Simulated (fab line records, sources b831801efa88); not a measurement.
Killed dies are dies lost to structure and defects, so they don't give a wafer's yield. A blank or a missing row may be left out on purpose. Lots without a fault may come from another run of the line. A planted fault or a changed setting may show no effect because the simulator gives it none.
Which tool did it? | flow gf180mcu | 6 lots, 18 wafers sampled, at 3 steps of a route of 602

WHAT THE GAUGES READ, wafer by wafer
GF_DUAL_GATE_THK_MEAS_03.
lot  | measured     | on            | DUAL_GATE_OXIDATION_00_THK (nm)
L371 | day 8 01:16  | film_metro-02 | 10.62 10.71 10.70
L373 | day 8 18:26  | film_metro-04 | 10.99 10.70 10.78
L375 | day 9 06:06  | film_metro-03 | 11.29 11.25 11.18
L378 | day 10 03:16 | film_metro-03 | 10.72 10.82 10.80
L381 | day 10 21:59 | film_metro-02 | 11.14 11.00 11.05
L384 | day 11 20:20 | film_metro-04 | 13.80 13.55 13.87

WHICH TOOL RAN EACH LOT (tool, then ch and the chambers of the sampled wafers, then the start)
lot  | GF_VT_IMPLANT_RTA_45             | GF_DUAL_GATE_OXIDATION_02
L371 | rtp_anneal-02 ch 0, day 7 23:03  | furnace-01 ch 0, day 7 23:49
L373 | rtp_anneal-02 ch 0, day 8 16:14  | furnace-01 ch 0, day 8 16:59
L375 | rtp_anneal-02 ch 0, day 9 03:54  | furnace-02 ch 0, day 9 04:38
L378 | rtp_anneal-01 ch 0, day 10 00:13 | furnace-02 ch 0, day 10 01:49
L381 | rtp_anneal-02 ch 0, day 10 19:30 | furnace-01 ch 0, day 10 20:31
L384 | rtp_anneal-01 ch 0, day 11 17:56 | furnace-01 ch 0, day 11 18:53
- GF_VT_IMPLANT_RTA_45: time 30 s.
- GF_DUAL_GATE_OXIDATION_02: stabilise 600 s, purge 300 s, target thk 10.887 nm.

THE ANSWER, worked out from the rows above alone
Rule: what is usual is taken from the lots themselves. Put in order of their means at a reading, lots are off if they are a third of the lots or fewer, leave a main group of 4 or more, and stand apart from it by a gap of 3 or more times the standard deviation of the main group's means; of several such gaps the widest counts. A main group whose means are all the same, to the digits that the tables above print for the reading, isn't used. A lot without any number at a reading at which 4 lots or more have one is off too. The other lots that the step has rows for count as sound.
Off: L384, at GF_DUAL_GATE_THK_MEAS_03 (DUAL_GATE_OXIDATION_00_THK). The main group: mean 10.92 nm, standard deviation 0.21.
A tool fits if, at a process step before that reading, it ran every lot that is off, and no sound lot after the first of them. The gauges at GF_DUAL_GATE_THK_MEAS_03 are tried like those tools. Can't be told from this: 3 tools fit, rtp_anneal-01 at GF_VT_IMPLANT_RTA_45, furnace-01 at GF_DUAL_GATE_OXIDATION_02, film_metro-04 at GF_DUAL_GATE_THK_MEAS_03.

WHAT THE SIMULATOR HAD PUT IN
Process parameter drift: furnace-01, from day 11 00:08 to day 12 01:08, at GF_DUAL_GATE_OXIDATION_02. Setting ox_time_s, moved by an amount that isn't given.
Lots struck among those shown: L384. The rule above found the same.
